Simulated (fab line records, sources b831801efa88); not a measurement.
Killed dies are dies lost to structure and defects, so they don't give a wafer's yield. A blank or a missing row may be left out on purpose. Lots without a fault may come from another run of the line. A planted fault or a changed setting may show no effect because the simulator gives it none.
Problem report in the 8D (eight disciplines) form, filled by code | flow gf180mcu | the parts of the form that need people (team, actions taken, sign-off) are left out

1. THE PROBLEM
LVPWELL_RS at GF_VT_IMPLANT_RS_MEAS_48 reads a mean of 1257.9 ohm/sq on 6 wafers of 2 lots; wafers without a fault read 1195.7 ohm/sq with a standard deviation of 3. That is +21 standard deviations from the usual mean.
The step: measures by four-point-probe.
First seen on wafer L564.3, day 13 10:55, on film_metro-04. The record holds 39 wafers of 13 lots with a number at this step. Rule for "out", or "out of limits": more than 4 standard deviations from the usual mean. The other wafers with a number count as sound.

2. WHAT IT IS AND WHAT IT IS NOT
question                    | is                     | is not
which readings at this step | LVPWELL_RS             | -
which lots                  | L564, L566             | L543, L544, L545, L546, L547, L551, L553, L554, L555, L556, L557
which wafers of those lots  | all that have a number | -
read on which gauges        | film_metro-04          | film_metro-02, film_metro-03
when                        | from day 13 10:55      | up to then (33 sound wafers)

3. SUSPECTS, AND WHAT RULES EACH OUT
Counting: a tool at a process step up to the reading stays a suspect if it ran every lot that is out and no sound lot after the first of them.
- the gauge at GF_VT_IMPLANT_RS_MEAS_48: ruled out. All the wafers that are out were read on film_metro-04, but those of them that GF_LVPWELL_IMPLANT_08 has rows for are out there too, on other tools.
- implanter-01 at GF_LVPWELL_IMPLANT_08: kept. It ran every lot that is out, first L564 (day 8 18:11), and no sound lot after that; its last sound lot up to then is L551 (day 5 19:14). Its own readings are out on those wafers: beam_energy_keV.
Left after counting: implanter-01 at GF_LVPWELL_IMPLANT_08.

4. THE CAUSE (what the simulator had put in)
Process parameter drift: implanter-01, from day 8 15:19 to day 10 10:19, at GF_LVPWELL_IMPLANT_08. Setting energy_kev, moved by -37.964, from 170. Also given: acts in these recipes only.
Counting left only this tool.

5. THE CHAIN OF EFFECTS, in route order
Each row: a reading whose mean over the struck wafers that have a number lies more than 3 standard deviations from the usual. Only readings for which the record gives a usual standard deviation are gone through. hours: the time from each lot's start at the first step in this table that gives one to its start at this step, as a median over the lots. sigmas: the change in usual standard deviations.
hours | step                     | reading         | usual         | on struck wafers | change | sigmas
0     | GF_LVPWELL_IMPLANT_08    | beam_energy_keV | 170.00        | 132.04           | -37.96 | -99 or more
112   | GF_VT_IMPLANT_RS_MEAS_48 | LVPWELL_RS      | 1195.7 ohm/sq | 1257.9           | +62.2  | +21
The process steps in it:
- GF_LVPWELL_IMPLANT_08

6. WHAT WOULD HAVE CAUGHT IT SOONER
In this record the first reading out of limits at a measuring or inspecting step was taken at day 13 10:55, 116 hours after the fault began at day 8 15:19.
The tool's own readings at GF_LVPWELL_IMPLANT_08 were out on every struck wafer that the step has a row for (beam_energy_keV): an alarm limit on them would have fired on the first of those.
All the lots that are out (2) had begun GF_LVPWELL_IMPLANT_08 on implanter-01 by day 13 10:55. A hold on the tool at that time would have spared none of them.
